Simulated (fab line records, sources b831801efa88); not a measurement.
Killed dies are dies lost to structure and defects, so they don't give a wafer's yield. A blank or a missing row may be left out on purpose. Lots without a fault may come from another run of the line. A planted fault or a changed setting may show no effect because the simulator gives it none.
fab line records | flow sky130
record lots=5 wafers=15 last_day=50
route steps=708 shown VIA1@462 METAL2@483 PAD_OPEN@708
lots that met no fault: from a run of the same line without faults
start_h: hours from the record's first day to the start of the lot's first wafer shown | wait_h: hours since the lot's step before | " the same as in the row above | L1.1+2: a row that stands for several wafers | - no value, or no start given | * or withheld: withheld | < > ~ a bound
route shown NAME@n: a module of which the file shows steps, and the number in the route of the first | usual: mean/standard deviation of fault-free wafers | same: alike in all rows | chamber/n: place in a boat | sites: the reading at each site | _std_site: their standard deviation | _edge_site: outer sites' mean less inner sites' | radius_mm: how far each site lies from the wafer's centre | mask NAME#n: copy n | behind: the tool/chamber that last shaped the wafer | hold: why the lot was held/for how many hours/how that ended | device: the transistor (n, p or np) that didn't switch | end of line: the same wafers' tests at the end of the route | a step without rows: its recipe alone | killed: dies lost to structure and defects at the first sort, not the wafer's yield | map: a wafer's dies, x killed, . not, _ none there
set.NAME: the setting as run; set.NAME@STEP: as run at that earlier step | model.NAME: the simulator's own value behind a step, which no gauge read
lots at some steps of the route; a table a step, a row a wafer
services: from which hour (start_h, from the record's first day; less than 0 if before it) a tool's chamber was out of use, for how many hours, and why
## steps
# step SKY_VIA1_DEHYDRATE_04
# recipe temp_c=200 time_s=60
# step SKY_VIA1_HMDS_05
# recipe prime_time_s=60 prime_temp_c=120
# step SKY_VIA1_COAT_06
# recipe resist=BARC temp_c=withheld time_s=withheld spin_rpm=3000 resist_thk_nm=60
# step SKY_VIA1_COAT_07
# recipe resist=KrF-thick spin_rpm=3000 resist_thk_nm=450
# step SKY_VIA1_SOFTBAKE_08
# recipe temp_c=100 time_s=90 resist=KrF-thick
# step SKY_VIA1_EXPOSE_09
# recipe mask_id=VIM na=0.8 source_shape=annular sigma_inner=0.55 sigma_outer=0.85 target_cd_nm=150 dose_mj=38
# step SKY_VIA1_PEB_10
# recipe peb_temp_c=withheld peb_time_s=withheld resist=KrF-thick
# step SKY_VIA1_DEVELOP_11
# recipe develop_time_s=60 resist=KrF-thick dev_temp_c=21
# step SKY_VIA1_CD_MEAS_12
# recipe target_cd_nm=150
# usual cd_nm=150.3/1.6
# columns lot.wafer tool chamber start_h wait_h cd_nm
L186.1 cd_sem-01 - 829.97 - 151.1
L186.2 " - " " 149.6
L186.6 " - " " 150.0
L187.1 cd_sem-02 - 838.04 - 150.6
L187.4 " - " " 150.2
L187.5 " - " " 152.2
L191.2 cd_sem-01 - 867.73 - 153.8
L191.4 " - " " 152.6
L191.5 " - " " 152.4
L194.1 cd_sem-01 - 887.72 - 151.8
L194.3 " - " " 150.6
L194.4 " - " " 153.1
L201.3 cd_sem-01 - 938.95 - 150.5
L201.5 " - " " 149.5
L201.6 " - " " 151.0
# step SKY_VIA1_OVL_MEAS_13
# usual VIA1_OVL=4/4.8
# columns lot.wafer tool chamber start_h wait_h VIA1_OVL[nm]
L186.1 overlay-02 - 830.09 0.1 5
L186.2 " - " " 3
L186.6 " - " " 7
L187.1 overlay-02 - 838.16 0.1 -1
L187.4 " - " " 7
L187.5 " - " " 4
L191.2 overlay-01 - 867.83 0.1 2
L191.4 " - " " -4
L191.5 " - " " 7
L194.1 overlay-01 - 887.84 0.1 12
L194.3 " - " " 6
L194.4 " - " " 6
L201.3 overlay-01 - 939.04 0.1 2
L201.5 " - " " 5
L201.6 " - " " 1
# step SKY_VIA1_ETCH_14
# recipe chemistry=N2/H2 target=BARC ion_energy_ev=200 source_w=500 bias_w=100 pressure_mtorr=30 n2_flow_sccm=100 h2_flow_sccm=200 stop_on=SiO2 time_s=45.9 target_depth_a=600
# step SKY_VIA1_ETCH_15
# recipe target=SiO2 chemistry=C4F8/O2/Ar target_depth_nm=351 stop_on=TiN mask_material=KrF-thick source_w=1500 bias_w=1200 pressure_mtorr=40 c4f8_flow_sccm=withheld O2_flow_sccm=6 Ar_flow_sccm=300 time_s=54
# usual oes_product_au=0.981/0.0064
# columns lot.wafer tool chamber start_h wait_h oes_product_au rf_hours_counter_h
L186.1 rie_diel-04 1 830.17 0.0 0.976 17
L186.2 " 3 " " 0.987 13
L186.6 " 1 " " 0.974 -
L187.1 rie_diel-04 1 838.24 0.0 0.975 17
L187.4 " 3 " " 0.975 13
L187.5 " 0 " " 0.979 -
L191.2 rie_diel-01 0 867.91 0.0 0.972 7
L191.4 " 3 " " 0.978 21
L191.5 " 1 " " 0.987 -
L194.1 rie_diel-04 3 887.92 0.0 0.984 14
L194.3 " 0 " " 0.986 10
L194.4 " 1 " " 0.967 19
L201.3 rie_diel-04 0 939.11 0.0 0.991 12
L201.5 " 2 " " 0.982 -
L201.6 " 3 " " 0.989 -
# step SKY_VIA1_STRIP_16
# recipe chemistry=O2/N2 power_w=1400 pressure_mtorr=1500 platen_temp_c=withheld o2_flow_sccm=3000 n2_flow_sccm=300 overash_fraction=0.5
# usual drypump_motor_current_A=5.70/0.26 n2_flow_sccm=300.0/0.86 oes_product_au=0.416/0.0041 strip_time_to_endpoint_s=4.469/0.025
# columns lot.wafer tool chamber start_h wait_h drypump_motor_current_A n2_flow_sccm oes_product_au rf_hours_counter_h strip_time_to_endpoint_s
L186.1 plasma_asher-03 0 830.21 0.0 5.32 300.1 0.412 68 4.530
L186.2 " 1 " " 5.60 300.8 0.420 68 4.487
L186.6 " 1 " " 5.62 299.8 0.422 - 4.490
L187.1 plasma_asher-01 1 838.28 0.0 5.79 300.7 0.421 9 4.490
L187.4 " 1 " " 5.80 299.6 0.409 - 4.469
L187.5 " 1 " " 5.80 301.6 0.413 - 4.456
L191.2 plasma_asher-01 1 867.95 0.0 5.78 301.3 0.416 12 4.445
L191.4 " 0 " " 5.96 301.5 0.414 - 4.452
L191.5 " 1 " " 5.81 298.4 0.419 - 4.463
L194.1 plasma_asher-02 1 887.96 0.0 5.60 298.5 0.421 107 4.487
L194.3 " 0 " " 6.05 300.2 0.419 - 4.469
L194.4 " 1 " " 5.60 299.6 0.417 - 4.522
L201.3 plasma_asher-02 1 939.19 0.1 5.62 300.0 0.420 - 4.446
L201.5 " 1 " " 5.62 300.8 0.409 - 4.457
L201.6 " 0 " " 6.10 301.0 0.413 - 4.479
# step SKY_VIA1_STRIP_17
# recipe chemistry=post_etch_residue_remover time_s=1200 temp_c=72.5
# step SKY_VIA1_CLEAN_18
# recipe chemistry=IPA time_s=180 temp_c=25
# step SKY_VIA1_CLEAN_19
# recipe chemistry=O3/DIW dry=n2_spin
# step SKY_VIA1_SPUTTER_20
# recipe material=TiN target_thk_nm=20 chamber_pressure_pa=5 power_w=4000 time_s=80
# usual throttle_valve_pct=30.3/1.1
# columns lot.wafer tool chamber start_h wait_h throttle_valve_pct
L186.1 pvd_sputter-02 - 831.15 0.0 29.1
L186.2 " - " " 28.5
L186.6 " - " " 31.4
L187.1 pvd_sputter-01 - 838.97 0.0 29.5
L187.4 " - " " 31.4
L187.5 " - " " 30.7
L191.2 pvd_sputter-01 - 868.55 0.0 30.7
L191.4 " - " " 31.7
L191.5 " - " " 31.5
L194.1 pvd_sputter-01 - 888.56 0.0 29.5
L194.3 " - " " 28.7
L194.4 " - " " 30.9
L201.3 pvd_sputter-04 - 939.78 0.0 29.6
L201.5 " - " " 29.6
L201.6 " - " " 31.2
# step SKY_VIA1_CVD_21
# recipe material=W target_thk_nm=270 time_s=80.902 temp_c=400 pressure_torr=40
# usual heater_power_w=877/91
# columns lot.wafer tool chamber start_h wait_h heater_power_w
L186.1 cvd_w-01 1 831.21 0.0 1000
L186.2 " 0 " " 811
L186.6 " 0 " " 776
L187.1 cvd_w-01 0 839.03 0.0 793
L187.4 " 1 " " 987
L187.5 " 1 " " 1021
L191.2 cvd_w-02 0 868.61 0.0 804
L191.4 " 1 " " 952
L191.5 " 1 " " 925
L194.1 cvd_w-01 1 888.62 0.0 1014
L194.3 " 1 " " 1000
L194.4 " 0 " " 791
L201.3 cvd_w-02 0 939.87 0.1 775
L201.5 " 1 " " 894
L201.6 " 0 " " 782
# step SKY_VIA1_RS_MEAS_22
# recipe thk_meas_gauge=four-point-probe reads=W_of_VIA1_CVD_21+TiN_of_VIA1_SPUTTER_20
# usual VIA1_W_RS=0.424/0.0049
# columns lot.wafer tool chamber start_h wait_h VIA1_W_RS[ohm/sq]
L186.1 film_metro-04 - 831.30 0.1 0.426
L186.2 " - " " 0.426
L186.6 " - " " 0.426
L187.1 film_metro-01 - 839.13 0.1 0.429
L187.4 " - " " 0.426
L187.5 " - " " 0.429
L191.2 film_metro-04 - 868.72 0.1 0.420
L191.4 " - " " 0.426
L191.5 " - " " 0.427
L194.1 film_metro-03 - 888.72 0.1 0.422
L194.3 " - " " 0.422
L194.4 " - " " 0.419
L201.3 film_metro-01 - 939.98 0.1 0.432
L201.5 " - " " 0.430
L201.6 " - " " 0.436
# step SKY_VIA1_THK_MEAS_23
# recipe thk_meas_gauge=xrf reads=W_of_VIA1_CVD_21
# usual VIA1_W_THK=275/3.3
# columns lot.wafer tool chamber start_h wait_h VIA1_W_THK[nm]
L186.1 film_metro-04 - 831.42 0.1 271
L186.2 " - " " 273
L186.6 " - " " 272
L187.1 film_metro-01 - 839.25 0.1 273
L187.4 " - " " 274
L187.5 " - " " 274
L191.2 film_metro-04 - 868.83 0.1 278
L191.4 " - " " 275
L191.5 " - " " 273
L194.1 film_metro-03 - 888.84 0.1 272
L194.3 " - " " 275
L194.4 " - " " 275
L201.3 film_metro-01 - 940.08 0.1 270
L201.5 " - " " 272
L201.6 " - " " 266
# step SKY_VIA1_CMP_24
# recipe stop_on=SiO2 t_overpolish_s=15 down_force_psi=3.5 platen_rpm=60 target_thk_nm=0 pad_velocity_m_s=0.94248
# step SKY_METAL2_SPUTTER_00
# recipe material=Ti target_thk_nm=15 power_w=3000 time_s=10 chamber_pressure_pa=0.4
# step SKY_METAL2_SPUTTER_01
# recipe material=TiN target_thk_nm=20 power_w=6500 time_s=16.7 chamber_pressure_pa=0.4
# step SKY_METAL2_SPUTTER_02
# recipe material=AlCu target_thk_nm=250 power_w=10600 time_s=13.3 chamber_pressure_pa=0.4
# step SKY_METAL2_SPUTTER_03
# recipe material=Ti target_thk_nm=5 power_w=3000 time_s=3.3 chamber_pressure_pa=0.4
# step SKY_METAL2_SPUTTER_04
# recipe material=TiN target_thk_nm=70 power_w=6500 time_s=58.3 chamber_pressure_pa=0.4
# step SKY_METAL2_RS_MEAS_05
# recipe thk_meas_gauge=four-point-probe reads=TiN_of_METAL2_SPUTTER_04+Ti_of_METAL2_SPUTTER_03+AlCu_of_METAL2_SPUTTER_02+TiN_of_METAL2_SPUTTER_01+Ti_of_METAL2_SPUTTER_00
# usual METAL2_ALCU_RS=0.1270/0.0014
# columns lot.wafer tool chamber start_h wait_h METAL2_ALCU_RS[ohm/sq]
L186.1 film_metro-02 - 831.92 0.0 0.1258
L186.2 " - " " 0.1276
L186.6 " - " " 0.1264
L187.1 film_metro-02 - 839.75 0.0 0.1278
L187.4 " - " " 0.1283
L187.5 " - " " 0.1284
L191.2 film_metro-01 - 869.34 0.0 0.1273
L191.4 " - " " 0.1260
L191.5 " - " " 0.1256
L194.1 film_metro-03 - 889.34 0.0 0.1276
L194.3 " - " " 0.1270
L194.4 " - " " 0.1282
L201.3 film_metro-03 - 940.60 0.1 0.1259
L201.5 " - " " 0.1261
L201.6 " - " " 0.1261
# step SKY_METAL2_THK_MEAS_06
# recipe thk_meas_gauge=xrf reads=AlCu_of_METAL2_SPUTTER_02
# usual METAL2_ALCU_THK=250.6/2.9
# columns lot.wafer tool chamber start_h wait_h METAL2_ALCU_THK[nm]
L186.1 film_metro-02 - 832.04 0.1 254.1
L186.2 " - " " 251.2
L186.6 " - " " 251.2
L187.1 film_metro-02 - 839.87 0.1 249.5
L187.4 " - " " 247.7
L187.5 " - " " 248.8
L191.2 film_metro-01 - 869.45 0.1 248.5
L191.4 " - " " 253.9
L191.5 " - " " 251.9
L194.1 film_metro-03 - 889.46 0.1 249.8
L194.3 " - " " 247.4
L194.4 " - " " 249.0
L201.3 film_metro-03 - 940.70 0.1 256.1
L201.5 " - " " 254.3
L201.6 " - " " 253.6
# step SKY_METAL2_DEHYDRATE_07
# recipe temp_c=200 time_s=60
# step SKY_METAL2_HMDS_08
# recipe prime_time_s=60 prime_temp_c=120
# step SKY_METAL2_COAT_09
# recipe resist=BARC temp_c=withheld time_s=withheld spin_rpm=3000 resist_thk_nm=60
# step SKY_METAL2_COAT_10
# recipe resist=KrF-thick spin_rpm=3000 resist_thk_nm=450
# step SKY_METAL2_SOFTBAKE_11
# recipe temp_c=100 time_s=90 resist=KrF-thick
# step SKY_METAL2_EXPOSE_12
# recipe mask_id=MM2 na=0.8 source_shape=annular sigma_inner=0.55 sigma_outer=0.85 target_cd_nm=140 dose_mj=28
# step SKY_METAL2_PEB_13
# recipe peb_temp_c=withheld peb_time_s=withheld resist=KrF-thick
# step SKY_METAL2_DEVELOP_14
# recipe develop_time_s=60 resist=KrF-thick dev_temp_c=21
# step SKY_METAL2_CD_MEAS_15
# recipe target_cd_nm=140
# usual cd_nm=139.6/1.4
# columns lot.wafer tool chamber start_h wait_h cd_nm
L186.1 cd_sem-01 - 858.76 - 137.4
L186.2 " - " " 138.5
L186.6 " - " " 139.1
L187.1 cd_sem-02 - 866.64 - 138.6
L187.4 " - " " 141.3
L187.5 " - " " 139.1
L191.2 cd_sem-01 - 896.93 - 140.2
L191.4 " - " " 140.1
L191.5 " - " " 139.0
L194.1 cd_sem-01 - 915.24 - 140.9
L194.3 " - " " 138.9
L194.4 " - " " 139.5
L201.3 cd_sem-01 - 964.75 - 140.6
L201.5 " - " " 139.4
L201.6 " - " " 139.4
# step SKY_METAL2_OVL_MEAS_16
# usual METAL2_OVL=-3/7.2
# columns lot.wafer tool chamber start_h wait_h METAL2_OVL[nm]
L186.1 overlay-01 - 858.88 0.1 -6
L186.2 " - " " -14
L186.6 " - " " -10
L187.1 overlay-02 - 866.76 0.1 7
L187.4 " - " " -1
L187.5 " - " " 5
L191.2 overlay-02 - 897.04 0.1 -11
L191.4 " - " " -13
L191.5 " - " " -1
L194.1 overlay-02 - 915.36 0.1 -6
L194.3 " - " " -4
L194.4 " - " " -4
L201.3 overlay-02 - 964.84 0.1 -3
L201.5 " - " " -3
L201.6 " - " " -15
# step SKY_METAL2_DESCUM_17
# recipe chemistry=O2 source_power_w=150 bias_power_w=0 pressure_mtorr=10 temp_c=40 time_s=8
# usual drypump_motor_current_A=5.6/0.54 oes_product_au=1.002/0.01
# columns lot.wafer tool chamber start_h wait_h drypump_motor_current_A oes_product_au rf_hours_counter_h
L186.1 rie_metal-04 0 858.91 0.0 6.4 1.007 4
L186.2 " 1 " " 5.2 0.994 6
L186.6 " 0 " " 6.4 1.005 -
L187.1 rie_metal-04 1 866.79 0.0 5.2 0.981 6
L187.4 " 1 " " 5.2 0.994 -
L187.5 " 0 " " 6.4 1.003 -
L191.2 rie_metal-04 1 897.07 0.0 5.2 0.989 7
L191.4 " 0 " " 6.4 0.995 -
L191.5 " 1 " " 5.2 0.978 -
L194.1 rie_metal-03 1 915.40 0.0 6.0 0.995 6
L194.3 " 0 " " 5.1 1.004 -
L194.4 " 1 " " 6.1 1.003 -
L201.3 rie_metal-01 1 964.88 0.0 5.0 0.999 -
L201.5 " 1 " " 5.0 1.003 -
L201.6 " 0 " " 5.7 1.013 -
# step SKY_METAL2_ETCH_18
# recipe chemistry=N2/H2 target=BARC ion_energy_ev=200 bias_w=100 pressure_mtorr=30 n2_flow_sccm=100 h2_flow_sccm=200 icp_w=500 stop_on=SiO2 time_s=45.9 target_depth_a=600
# step SKY_METAL2_METAL_ETCH_19
# recipe target_depth_a=3600 stop_on=SiO2 over_etch_frac=0.3 time_s=74.83 chemistry=Cl2/BCl3 resist_sidewall_deg=88 pressure_mtorr=10 icp_w=900 bias_w=48.5 Cl2_flow_sccm=60 bcl3_flow_sccm=30
# usual drypump_motor_current_A=5.6/0.53 oes_product_au=0.874/0.006 throttle_valve_pct=22.264/0.0074
# columns lot.wafer tool chamber start_h wait_h drypump_motor_current_A oes_product_au rf_hours_counter_h throttle_valve_pct
L186.1 rie_metal-04 0 859.01 0.0 6.4 0.880 4 22.260
L186.2 " 1 " " 5.2 0.870 6 22.261
L186.6 " 0 " " 6.4 0.873 - 22.249
L187.1 rie_metal-04 1 866.89 0.0 5.2 0.884 6 22.264
L187.4 " 1 " " 5.2 0.875 - 22.262
L187.5 " 0 " " 6.4 0.865 - 22.274
L191.2 rie_metal-04 1 897.16 0.0 5.2 0.866 7 22.255
L191.4 " 0 " " 6.4 0.877 - 22.271
L191.5 " 1 " " 5.2 0.866 - 22.256
L194.1 rie_metal-03 1 915.49 0.0 6.1 0.877 7 22.275
L194.3 " 0 " " 5.1 0.869 - 22.261
L194.4 " 1 " " 6.0 0.872 - 22.273
L201.3 rie_metal-01 1 964.99 0.1 5.1 0.881 - 22.268
L201.5 " 1 " " 5.0 0.881 - 22.254
L201.6 " 0 " " 5.6 0.870 - 22.258
# step SKY_METAL2_STRIP_20
# recipe chemistry=O2/N2 power_w=1400 pressure_mtorr=1500 platen_temp_c=withheld o2_flow_sccm=3000 n2_flow_sccm=300 overash_fraction=0.5
# step SKY_PAD_OPEN_PROBE_99
# usual defect_limited_yield=82.7/1.9 killed_at_M0_to_M3=43/7.3 killed_at_M4_up=3.2/1.9 killed_at_contacts=24/5.5 killed_at_front_end=15/4.7 killed_at_other=0.5/0.75 killed_dies=85/9.5 killed_open=46/7 killed_short=38/7.4 sort_bin_3_pad_short=0.9/0.43 sort_bin_5_function=10.1/1.4 sort_bin_6_memory=6.3/1 sort_bin_8_speed=0.2/0.37 sort_n_pass=406/9.4 sort_yield_pct=82.5/1.9
# same gross_dies=492 killed_at_back_side=0 sort_bin_4_leakage[%]=0
# columns lot.wafer tool chamber start_h wait_h defect_limited_yield[%] killed_at_M0_to_M3 killed_at_M4_up killed_at_contacts killed_at_front_end killed_at_other killed_dies killed_open killed_short sort_bin_3_pad_short[%] sort_bin_5_function[%] sort_bin_6_memory[%] sort_bin_8_speed[%] sort_n_pass sort_yield_pct[%] model.etest.tester.sort_n_pass model.etest.tester.sort_yield_pct model.etest.tester.sort_bin_5_pct model.etest.tester.sort_bin_3_pct
L186.1 prober-01 - 1111.34 0.1 80.9 40 2 26 26 0 94 61 32 1.0 11.2 6.9 0.2 397 80.7 397 80.69 11.18 1.016
L186.2 prober-01 - 1111.39 0.1 81.3 38 0 22 31 1 92 49 41 1.0 11.4 6.3 0.2 399 81.1 399 81.1 11.38 1.016
L186.6 prober-01 - 1111.59 0.2 82.5 39 1 23 20 3 86 38 48 1.4 8.9 7.1 0.4 404 82.1 404 82.11 8.943 1.423
L187.1 prober-02 - 1117.13 0.1 81.7 33 3 28 26 0 90 38 52 1.2 12.8 4.3 0 402 81.7 402 81.71 12.8 1.22
L187.4 prober-02 - 1117.28 0.2 81.5 44 3 19 24 1 91 50 41 1.2 10.8 6.5 0 401 81.5 401 81.5 10.77 1.22
L187.5 prober-02 - 1117.33 0.2 81.1 49 4 25 14 1 93 55 38 1.6 10.4 6.9 0 399 81.1 399 81.1 10.37 1.626
L194.1 prober-01 - 1156.24 0.1 79.3 53 3 27 19 0 102 50 52 0.8 12.2 7.7 0 390 79.3 390 79.27 12.2 0.813
L194.3 prober-01 - 1156.34 0.2 83.3 55 4 7 16 0 82 35 47 0.4 10.4 5.9 0 410 83.3 410 83.33 10.37 0.4065
L194.4 prober-01 - 1156.39 0.2 84.8 37 0 20 17 1 75 40 35 0.6 9.6 5.1 0 417 84.8 417 84.76 9.553 0.6098
L201.3 prober-01 - 1192.33 0.2 74.2 88 3 16 19 1 127 43 32 2.4 15.0 8.3 0 365 74.2 365 74.19 15.04 2.439
L201.5 prober-01 - 1192.43 0.2 71.1 106 5 19 10 2 142 45 48 2.8 17.9 8.1 0 350 71.1 350 71.14 17.89 2.846
L201.6 prober-01 - 1192.48 0.2 83.1 43 1 29 10 0 83 49 34 1.8 7.9 7.1 0 409 83.1 409 83.13 7.927 1.829
# killed by level:class
L186.1 CONTACT:geometric_particle:open=12 VIA1:geometric_particle:open=10 FIELD_ISO:geometric_particle:open=7 VIA2:geometric_particle:open=7 VIA3:geometric_particle:open=7 POLY_GATE:geometric_particle:open=6 LI_CONTACT:geometric_particle:open=5 METAL1:geometric_particle:short=5
L186.2 CONTACT:geometric_particle:open=11 FIELD_ISO:geometric_particle:open=10 FIELD_ISO:geometric_particle:short=10 METAL1:geometric_particle:short=7 LI_CONTACT:geometric_particle:open=7 VIA1:geometric_particle:open=7 METAL2:geometric_particle:short=7 VIA2:geometric_particle:open=4
L186.6 VIA1:geometric_particle:open=9 POLY_GATE:geometric_particle:short=8 LI_CONTACT:geometric_particle:open=6 CONTACT:geometric_particle:open=6 FIELD_ISO:geometric_particle:short=5 LOCAL_INTERCONNECT:geometric_particle:short=5 METAL1:geometric_particle:short=5 VIA1:geometric_particle:short=4
L187.1 CONTACT:geometric_particle:open=12 POLY_GATE:geometric_particle:short=10 FIELD_ISO:geometric_particle:short=7 VIA3:geometric_particle:short=6 VIA1:geometric_particle:open=6 LI_CONTACT:geometric_particle:open=5 FIELD_ISO:geometric_particle:open=4 LOCAL_INTERCONNECT:geometric_particle:short=4
L187.4 FIELD_ISO:geometric_particle:short=10 LI_CONTACT:geometric_particle:open=10 VIA1:geometric_particle:open=10 VIA2:geometric_particle:open=6 CONTACT:geometric_particle:open=6 METAL1:geometric_particle:short=6 FIELD_ISO:geometric_particle:open=5 POLY_GATE:geometric_particle:open=5
L187.5 VIA1:geometric_particle:open=10 VIA3:geometric_particle:open=10 CONTACT:geometric_particle:open=8 POLY_GATE:geometric_particle:open=6 LI_CONTACT:geometric_particle:open=5 CONTACT:geometric_particle:short=5 METAL1:geometric_particle:short=5 VIA1:geometric_particle:short=5
L194.1 VIA1:geometric_particle:open=13 POLY_GATE:geometric_particle:short=9 CONTACT:geometric_particle:open=9 VIA3:geometric_particle:open=8 METAL2:geometric_particle:short=8 LI_CONTACT:geometric_particle:open=7 VIA3:geometric_particle:short=7 LOCAL_INTERCONNECT:geometric_particle:short=5
L194.3 VIA1:geometric_particle:open=14 METAL2:geometric_particle:short=8 VIA3:geometric_particle:open=8 VIA1:geometric_particle:short=7 POLY_GATE:geometric_particle:short=6 FIELD_ISO:geometric_particle:short=5 METAL1:geometric_particle:short=4 VIA2:geometric_particle:open=4
L194.4 VIA1:geometric_particle:open=12 LOCAL_INTERCONNECT:geometric_particle:short=8 LI_CONTACT:geometric_particle:open=7 FIELD_ISO:geometric_particle:short=6 VIA3:geometric_particle:open=6 METAL2:geometric_particle:short=5 FIELD_ISO:geometric_particle:open=4 VIA1:geometric_particle:short=4
L201.3 VIA1:unspecified=52 VIA1:geometric_particle:open=12 VIA2:geometric_particle:open=7 FIELD_ISO:geometric_particle:short=6 VIA1:geometric_particle:short=6 POLY_GATE:geometric_particle:open=5 CONTACT:geometric_particle:open=5 FIELD_ISO:geometric_particle:open=4
L201.5 VIA1:unspecified=49 VIA1:geometric_particle:open=13 VIA1:geometric_particle:short=11 VIA3:geometric_particle:open=11 CONTACT:geometric_particle:open=9 METAL2:geometric_particle:short=5 VIA3:geometric_particle:short=5 VIA2:geometric_particle:short=4
L201.6 CONTACT:geometric_particle:open=12 VIA3:geometric_particle:open=9 METAL1:geometric_particle:short=8 VIA1:geometric_particle:open=8 LI_CONTACT:geometric_particle:open=6 VIA2:geometric_particle:open=6 CONTACT:geometric_particle:short=5 VIA1:geometric_particle:short=5
# map L201.5 (x killed, . not)
__________......x..._________
________........x....x_______
______............x...x._____
_____....x...xxx.......x.____
____.xx.x.xx.xxx.x...x....___
___x......xxxxxx....xx...x.__
__.......xxxxxxxxxx.x..x...._
_......xxxxxxxxx..x.x...xx.x.
_.....x.x.xxxxxxx...........x
_x.....x.xxxxxxx.x.x..x....xx
_..x.xx..xx.x.x.xx......x.x..
_x...x.x.xxxxxxx...x.x......x
_.x....x........x..x.....x...
_....x......................x
_..x.x.x....x..x.......x.x...
__x.....x...x....x.........._
___.xx..x.x.....x....x.....__
____.x..x..xx.x...........___
_____..............x....x____
______..x....x.x........_____
________..x........x.._______
__________......xx.._________
# map L194.1 (x killed, . not)
__________..x.xx...x_________
________x............._______
______....x..xx...x..x.x_____
_____...x...xxx...x......____
____...x.x..x...........x.___
___.........x.x..xx....xx..__
__x....xxx..x..x.x.x.x......_
_..x....x........x....x.....x
_.........x..x...x...x.......
_.......x.x..x......x..x.....
_.........x.......x..........
_.xxx..x.......x....xx...x...
_......xx.x.......x.........x
_.......x............x.......
_........x...x...............
__......x...x...x..x.....x.x_
___.....x.x.xxx........xx.x__
____.....x............x.x.___
_____.x.xx............x..____
______.xx....xxxx.x.x..._____
________.x..xx.......x_______
__________......x..._________
## services
# columns tool chamber start_h hours kind
plasma_asher-02 - 806.72 0.6 repair
plasma_asher-03 - 812.07 12.7 repair
pvd_sputter-04 3 832.59 - consumable_replace:kit
pvd_sputter-04 3 832.59 18.0 scheduled_down
pvd_sputter-04 - 842.99 1.3 repair
cvd_w-01 - 846.53 6.9 pm
rie_diel-04 2 852.69 8.6 repair
pvd_sputter-01 - 884.63 2.1 repair
rie_diel-01 1 890.63 20.8 repair
cvd_w-02 0 893.38 3.8 repair
pvd_sputter-02 - 900.67 3.4 repair
cvd_w-02 - 904.00 14.0 pm
cvd_w-02 0 904.00 14.0 vent_cycle
cvd_w-02 1 904.00 14.0 vent_cycle
cvd_w-02 - 916.58 0.3 repair
cvd_w-02 0 918.00 - clean
cvd_w-02 1 918.00 - clean
rie_diel-01 - 918.59 0.7 repair
pvd_sputter-02 - 920.23 5.1 repair
pvd_sputter-01 - 921.25 1.0 repair
rie_diel-04 - 921.58 0.1 repair
plasma_asher-03 - 939.31 2.8 pm
cvd_w-02 - 947.59 6.0 pm
plasma_asher-02 - 950.56 2.8 pm
## key
first_sign step=SKY_PAD_OPEN_PROBE_99 reading=killed_at_M0_to_M3 direction=up sigmas=7.5 usual=43 struck=97
effect step=SKY_PAD_OPEN_PROBE_99 reading=defect_limited_yield direction=down sigmas=5.2 usual=82.7 struck=72.7
model_effect step=SKY_PAD_OPEN_PROBE_99 value=etest.tester.sort_n_pass without=404.5 struck=357.5
met_at SKY_VIA1_STRIP_16
struck_wafers L201.3,L201.5
onset_between 887.96 939.19
fault kind=chamber_particle_source tool=plasma_asher-02 chamber=1 onset_h=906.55 steps=SKY_VIA1_STRIP_16 rate_per_visit_cm2=0.60366 end_h=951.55
